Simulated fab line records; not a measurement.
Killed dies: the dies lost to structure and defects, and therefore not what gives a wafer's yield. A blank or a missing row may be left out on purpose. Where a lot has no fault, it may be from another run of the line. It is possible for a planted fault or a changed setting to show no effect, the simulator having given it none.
Which tool did it? + flow sky130 + 10 lots, 30 wafers sampled, at 6 steps of a route of 708

## WHAT EACH GAUGE READ, for each wafer
SKY_VIA4_BOW_MEAS_03.
| lot  | measured     | on            | VIA4_BOW (um) |
|------|--------------|---------------|---------------|
| L281 | day 42 05:53 | film-metro-01 | 81 71 64      |
| L285 | day 43 14:46 | film-metro-04 | 74 70 71      |
| L287 | day 43 21:28 | film-metro-02 | 81 84 75      |
| L292 | day 45 04:07 | film-metro-04 | 93 85 73      |
| L296 | day 46 08:21 | film-metro-04 | 74 76 72      |
| L294 | day 46 13:17 | film-metro-04 | 77 79 74      |
| L299 | day 47 14:14 | film-metro-02 | 65 55 69      |
| L301 | day 47 15:25 | film-metro-04 | 86 78 79      |
| L302 | day 48 05:52 | film-metro-02 | 88 80 81      |
| L303 | day 48 11:36 | film-metro-04 | 83 69 73      |

SKY_VIA4_RS_MEAS_19: uses a four-point probe to measure.
| lot  | measured     | on            | VIA4_W_RS (ohm/sq)                        |
|------|--------------|---------------|-------------------------------------------|
| L281 | day 43 03:57 | film-metro-02 | 0.2300 0.2261 0.2300                      |
| L285 | day 44 14:10 | film-metro-04 | 0.2301 0.2301 0.2286                      |
| L287 | day 44 21:01 | film-metro-01 | 0.2280 0.2284 0.2278                      |
| L292 | day 46 01:53 | film-metro-01 | 0.2278 0.2269 0.2265                      |
| L296 | day 47 04:06 | film-metro-01 | 0.2272 0.2259 0.2261                      |
| L294 | day 47 08:36 | film-metro-01 | 0.1755 0.1764 0.2253 0.1754 0.1764 0.2252 |
| L299 | day 48 10:26 | film-metro-02 | 0.2275 0.1767 0.1761 0.2275 0.1764 0.1762 |
| L301 | day 48 11:08 | film-metro-04 | 0.2264 0.2251 0.2238                      |
| L302 | day 49 00:57 | film-metro-04 | 0.2265 0.2254 0.2249                      |
| L303 | day 49 06:25 | film-metro-01 | 0.2276 0.2278 0.2299                      |

SKY_VIA4_THK_MEAS_20: measures by xrf.
| lot  | measured     | on            | VIA4_W_THK (nm)         |
|------|--------------|---------------|-------------------------|
| L281 | day 43 04:04 | film-metro-02 | 496 504 495             |
| L285 | day 44 14:16 | film-metro-04 | 487 486 487             |
| L287 | day 44 21:08 | film-metro-01 | 504 500 502             |
| L292 | day 46 02:00 | film-metro-01 | 503 502 506             |
| L296 | day 47 04:13 | film-metro-01 | 506 513 510             |
| L294 | day 47 11:53 | film-metro-01 | 658 657 509 657 657 511 |
| L299 | day 48 12:25 | film-metro-02 | 497 637 641 496 636 639 |
| L301 | day 48 11:14 | film-metro-04 | 499 503 502             |
| L302 | day 49 01:04 | film-metro-04 | 495 499 501             |
| L303 | day 49 06:30 | film-metro-01 | 504 500 498             |

## WHICH TOOL RAN EACH LOT (tool, then ch and the chambers of the sampled wafers, then the start)
| lot  | SKY_METAL4_SPUTTER_00        | SKY_CAP2M_SPUTTER_02         | SKY_VIA4_CVD_18               |
|------|------------------------------|------------------------------|-------------------------------|
| L281 | pvd-sputter-02, day 40 06:12 | pvd-sputter-04, day 40 06:26 | cvd-w-01 ch 0,1, day 43 03:48 |
| L285 | pvd-sputter-01, day 41 13:47 | pvd-sputter-03, day 41 14:01 | cvd-w-01 ch 0,1, day 44 14:02 |
| L287 | pvd-sputter-04, day 41 20:54 | pvd-sputter-02, day 41 21:08 | cvd-w-01 ch 0,1, day 44 20:52 |
| L292 | pvd-sputter-04, day 43 06:27 | pvd-sputter-02, day 43 06:44 | cvd-w-02 ch 0,1, day 46 01:44 |
| L296 | pvd-sputter-02, day 44 12:20 | pvd-sputter-04, day 44 12:34 | cvd-w-01 ch 0,1, day 47 03:56 |
| L294 | pvd-sputter-02, day 44 16:41 | pvd-sputter-03, day 44 16:55 | cvd-w-01 ch 0,1, day 47 08:26 |
| L299 | pvd-sputter-04, day 45 19:31 | pvd-sputter-02, day 45 19:45 | cvd-w-01 ch 0,1, day 48 10:17 |
| L301 | pvd-sputter-01, day 45 20:53 | pvd-sputter-02, day 45 21:07 | cvd-w-02 ch 0,1, day 48 10:59 |
| L302 | pvd-sputter-02, day 46 13:47 | pvd-sputter-03, day 46 14:02 | cvd-w-02 ch 1, day 49 00:41   |
| L303 | pvd-sputter-02, day 46 18:43 | pvd-sputter-03, day 46 18:59 | cvd-w-02 ch 0,1, day 49 06:15 |
- SKY_METAL4_SPUTTER_00: material Ti, target thk 15 nm, time 10 s.
- SKY_CAP2M_SPUTTER_02: material TiN, target thk 200 nm, time 166.7 s.
- SKY_VIA4_CVD_18: deposits W, target thk 505 nm, time 152.14 s.

## AS READ BY THE TOOLS THEMSELVES (means over the sampled wafers that have a number; for cases with no such wafer, the mark the record gives instead)
SKY_METAL4_SPUTTER_00.
| lot  | tool           | chamber-pressure-pa (Pa) | throttle-valve-pct (%) |
|------|----------------|--------------------------|------------------------|
| L281 | pvd-sputter-02 | 0.4000                   | 28.9                   |
| L285 | pvd-sputter-01 | 0.4010                   | 29.3                   |
| L287 | pvd-sputter-04 | 0.4006                   | 30.6                   |
| L292 | pvd-sputter-04 | 0.4005                   | 30.3                   |
| L296 | pvd-sputter-02 | 0.3988                   | 30.5                   |
| L294 | pvd-sputter-02 | 0.4005                   | 29.8                   |
| L299 | pvd-sputter-04 | 0.3991                   | 29.3                   |
| L301 | pvd-sputter-01 | 0.4005                   | 28.5                   |
| L302 | pvd-sputter-02 | 0.4006                   | 28.9                   |
| L303 | pvd-sputter-02 | 0.4000                   | 29.8                   |

SKY_CAP2M_SPUTTER_02.
| lot  | tool           | chamber-pressure-pa (Pa) | throttle-valve-pct (%) |
|------|----------------|--------------------------|------------------------|
| L281 | pvd-sputter-04 | 0.4002                   | 29.8                   |
| L285 | pvd-sputter-03 | 0.4005                   | 30.5                   |
| L287 | pvd-sputter-02 | 0.3997                   | 29.9                   |
| L292 | pvd-sputter-02 | 0.3998                   | 29.0                   |
| L296 | pvd-sputter-04 | 0.4004                   | 30.0                   |
| L294 | pvd-sputter-03 | 0.3998                   | 30.3                   |
| L299 | pvd-sputter-02 | 0.4001                   | 29.8                   |
| L301 | pvd-sputter-02 | 0.4001                   | 30.6                   |
| L302 | pvd-sputter-03 | 0.4001                   | 30.3                   |
| L303 | pvd-sputter-03 | 0.4001                   | 30.4                   |

SKY_VIA4_CVD_18.
| lot  | tool     | chamber-pressure-Torr (Torr) | heater-power-w (W) |
|------|----------|------------------------------|--------------------|
| L281 | cvd-w-01 | 40.10                        | 909                |
| L285 | cvd-w-01 | 39.94                        | 865                |
| L287 | cvd-w-01 | 40.08                        | 853                |
| L292 | cvd-w-02 | 39.95                        | 761                |
| L296 | cvd-w-01 | 39.97                        | 899                |
| L294 | cvd-w-01 | 39.99                        | 929                |
| L299 | cvd-w-01 | 39.96                        | 921                |
| L301 | cvd-w-02 | 40.01                        | 779                |
| L302 | cvd-w-02 | 39.99                        | 775                |
| L303 | cvd-w-02 | 40.02                        | 772                |

## THE ANSWER, worked out from the rows above alone
Rule: the usual values come from the lots themselves. Put in order of their means at a reading, lots are off if they are a third of the lots or fewer, leave a main group of 4 or more, and stand apart from it by a gap of 3 or more times the standard deviation of the main group's means; of several such gaps the widest counts. A main group is skipped when, at the precision printed for the reading in the tables above, its means are all equal. Also off: a lot with no number at a reading for which 4 or more lots have one. The other lots that the step has rows for count as sound. After the gauges, taken in route order, come the tools' own readings; for these a lot's mean is taken, as printed above. At the first step where some lot is off, the reading lying furthest off is the one used; lots without a number count as furthest.
Off: at SKY_VIA4_RS_MEAS_19 (VIA4_W_RS), L294, L299. The main group: mean 0.2274 ohm/sq, standard deviation 0.0015.
A tool fits if, at a process step before that reading, it ran every lot that is off, and no sound lot after the first of them. Those tools and the gauges at SKY_VIA4_RS_MEAS_19 are tried in the same way. One fits: cvd-w-01 at SKY_VIA4_CVD_18. Its last sound lot is L296 (day 47 03:56), its first lot that is off L294 (day 47 08:26): a fault that began between those two fits.

## WHAT WAS PUT IN BY THE SIMULATOR
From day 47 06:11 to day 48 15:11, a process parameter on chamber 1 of cvd-w-01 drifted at SKY_VIA4_CVD_18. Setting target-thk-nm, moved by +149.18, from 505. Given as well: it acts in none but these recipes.
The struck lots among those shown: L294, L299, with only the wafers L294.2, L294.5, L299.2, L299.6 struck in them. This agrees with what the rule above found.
